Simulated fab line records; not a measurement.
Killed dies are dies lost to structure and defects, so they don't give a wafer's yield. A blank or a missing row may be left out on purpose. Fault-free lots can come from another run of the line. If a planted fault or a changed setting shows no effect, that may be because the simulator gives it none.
What tool caused it? | flow sky130 | 36 wafers sampled from 12 lots at 1 step of a route of 708

== WHAT EACH GAUGE READ, for each wafer ==
SKY_GATE_OXIDE_THK_MEAS_02.
lot  | measured     | on            | GATE_OXIDE_OXIDATION_00_THK (nm)
L075 | day 12 19:31 | film_metro-02 | 10.75 10.65 10.64
L077 | day 13 12:14 | film_metro-04 | 10.18 10.19 10.12
L079 | day 14 07:28 | film_metro-03 | 10.52 10.42 10.34
L081 | day 14 20:13 | film_metro-03 | 10.47 10.41 10.51
L083 | day 15 12:03 | film_metro-04 | 10.64 10.53 10.66
L085 | day 16 07:06 | film_metro-03 | 10.38 10.44 10.58
L087 | day 16 21:37 | film_metro-04 | 10.46 10.46 10.36
L089 | day 17 14:47 | film_metro-02 | 10.57 10.60 10.68
L091 | day 19 00:13 | film_metro-03 | 10.61 10.49 10.44
L093 | day 19 18:56 | film_metro-02 | 10.24 10.41 10.28
L094 | day 20 10:52 | film_metro-02 | 10.09 10.16 10.08
L097 | day 22 13:16 | film_metro-03 | 10.12 10.04 10.14

== EACH LOT AND THE TOOL THAT RAN IT (in order: tool; ch and the chambers of the sampled wafers; start) ==
Before these readings, the record contains no process step.

== THE ANSWER, worked out from the rows above alone ==
Rule: the usual values come from the lots themselves. Put in order of their means at a reading, lots are off if they are a third of the lots or fewer, leave a main group of 4 or more, and stand apart from it by a gap of 3 or more times the standard deviation of the main group's means; of several such gaps the widest counts. If all means in a main group match to the digits the tables above print for the reading, that group is not used. A lot without any number at a reading at which 4 lots or more have one is off too. All remaining lots with rows at the step are treated as sound.
No lot is off on any of the readings shown, so nothing can be concluded from this.

== WHAT THE SIMULATOR HAD INSERTED ==
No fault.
